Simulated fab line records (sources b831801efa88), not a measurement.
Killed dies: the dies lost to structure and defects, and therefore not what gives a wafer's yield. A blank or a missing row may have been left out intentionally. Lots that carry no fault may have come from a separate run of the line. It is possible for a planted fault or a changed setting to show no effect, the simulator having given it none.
Which tool was responsible? ; flow gf180mcu ; 33 wafers from 11 lots sampled at 4 of the route's 602 steps

WHAT THE GAUGES READ, wafer by wafer
GF_M4_THK_MEAS_06: measures by xrf.
lot;measured;on;M4_ALCU_THK (nm)
L336;day 22 15:31;film metro-02;446 450 447
L340;day 23 22:38;film metro-02;440 442 434
L343;day 25 02:17;film metro-01;446 444 443
L344;day 25 23:08;film metro-02;448 450 452
L345;day 25 23:23;film metro-01;445 442 441
L347;day 26 14:31;film metro-03;449 448 449
L350;day 27 18:03;film metro-02;448 443 444
L352;day 27 21:22;film metro-02;439 442 438
L354;day 28 15:22;film metro-01;449 451 448
L355;day 28 21:11;film metro-01;440 443 436
L358;day 29 21:11;film metro-02;448 451 456

GF_M4_CD_MEAS_14: target cd 280 nm.
lot;measured;on;cd nm (nm)
L336;day 23 14:46;cd sem-01;280.0 281.0 280.8
L340;day 24 20:35;cd sem-01;280.0 280.2 280.0
L343;day 26 01:53;cd sem-01;279.4 279.1 279.9
L344;day 26 14:59;cd sem-01;281.0 280.1 280.9
L345;day 26 15:59;cd sem-01;279.3 280.2 279.5
L347;day 27 10:10;cd sem-02;278.3 278.9 279.2
L350;day 28 13:17;cd sem-01;278.4 279.0 278.5
L352;day 28 17:23;cd sem-02;279.9 278.1 279.1
L354;day 29 09:38;cd sem-01;252.6 258.1 274.6 252.4 258.6 274.8
L355;day 29 15:28;cd sem-01;244.9 269.7 236.7 244.5 269.8 236.6
L358;day 30 15:27;cd sem-01;278.3 279.1 277.9

WHAT TOOL EACH LOT RAN ON (gives the tool, then ch and the chambers of the sampled wafers, and finally the start)
lot;GF_V3_ETCH_16;GF_M4_EXPOSE_11
L336;rie diel-02 ch 0,1,3, day 22 13:47;krf scanner-01 ch 0, day 23 03:49
L340;rie diel-04 ch 0,1,2, day 23 20:55;krf scanner-01 ch 0, day 24 09:52
L343;rie diel-02 ch 0,1, day 25 00:35;krf scanner-02 ch 0, day 25 12:53
L344;rie diel-03 ch 0,1,2, day 25 21:13;krf scanner-01 ch 0, day 26 04:35
L345;rie diel-02 ch 0,1,2, day 25 21:21;krf scanner-02 ch 0, day 26 05:22
L347;rie diel-03 ch 1,3, day 26 12:47;krf scanner-01 ch 0, day 27 00:28
L350;rie diel-02 ch 2,3, day 27 16:20;krf scanner-01 ch 0, day 28 02:57
L352;rie diel-04 ch 0,2, day 27 19:40;krf scanner-01 ch 0, day 28 07:43
L354;rie diel-02 ch 0,3, day 28 13:38;krf scanner-02 ch 0, day 28 23:49
L355;rie diel-03 ch 1,2,3, day 28 19:28;krf scanner-02 ch 0, day 29 07:07
L358;rie diel-03 ch 0,2,3, day 29 19:28;krf scanner-01 ch 0, day 30 07:20
- GF_V3_ETCH_16: etches BARC in N2/H2.
- GF_M4_EXPOSE_11: exposes mask Metal4, target cd 280 nm.

AS READ BY THE TOOLS THEMSELVES (means over the sampled wafers that have a number; for cases with no such wafer, the mark the record gives instead)
GF_V3_ETCH_16.
lot;tool;drypump motor current A (A);oes product au (a.u.);throttle valve pct (%)
L336;rie diel-02;5.8;0.853;13.218
L340;rie diel-04;5.6;0.854;13.229
L343;rie diel-02;5.4;0.852;13.222
L344;rie diel-03;5.4;0.855;13.224
L345;rie diel-02;5.7;0.861;13.233
L347;rie diel-03;5.5;0.857;13.222
L350;rie diel-02;6.4;0.852;13.221
L352;rie diel-04;5.2;0.851;13.214
L354;rie diel-02;6.2;0.855;13.227
L355;rie diel-03;5.5;0.858;13.230
L358;rie diel-03;5.4;0.852;13.231

GF_M4_EXPOSE_11.
lot;tool;exposure dose mJ cm2
L336;krf scanner-01;28.01
L340;krf scanner-01;27.97
L343;krf scanner-02;27.96
L344;krf scanner-01;27.97
L345;krf scanner-02;27.98
L347;krf scanner-01;27.94
L350;krf scanner-01;27.95
L352;krf scanner-01;28.00
L354;krf scanner-02;27.09
L355;krf scanner-02;27.10
L358;krf scanner-01;27.92

THE ANSWER, worked out from the rows above alone
Rule: the usual values come from the lots themselves. The widest of any qualifying gaps counts: lots, ordered by their means at a reading, are off when they make up no more than a third of the lots, leave a main group of 4 or more, and stand apart from it by 3 or more times the standard deviation of that group's means. If all means in a main group match to the digits the tables above print for the reading, that group is not used. A lot without any number at a reading at which 4 lots or more have one is off too. The other lots that the step has rows for count as sound. The gauges are gone through in route order, then the tools' own readings, and for those a lot's mean is taken as printed above. At the first step where some lot is off, the reading lying furthest off is the one used; lots without a number count as furthest.
Off at GF_M4_CD_MEAS_14 (cd nm): L354, L355. For the main group the mean is 279.5 nm and the standard deviation 0.78.
A tool fits if, at a process step before that reading, it ran every lot that is off, and no sound lot after the first of them. The gauges at GF_M4_CD_MEAS_14 aren't tried: what is off there is off at GF_M4_EXPOSE_11 too, on other tools, and a gauge's error can't cause that. One fits: GF_M4_EXPOSE_11 on krf scanner-02. A fault onset in the window from L345 (day 26 05:22, its last sound lot) to L354 (day 28 23:49, its first lot off) fits.
On the lots that are off, the tool's own readings at GF_M4_EXPOSE_11 differ by more than 5 times the standard deviation of the sound lots' means, which bears it out; exposure dose mJ cm2 reads 27.09 there versus 27.97 on the sound lots.

WHAT HAD BEEN PUT IN BY THE SIMULATOR
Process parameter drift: krf scanner-02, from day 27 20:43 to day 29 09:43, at GF_M4_EXPOSE_11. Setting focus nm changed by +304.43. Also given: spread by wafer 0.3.
Struck lots among those shown: L354, L355. Same finding as the rule above.
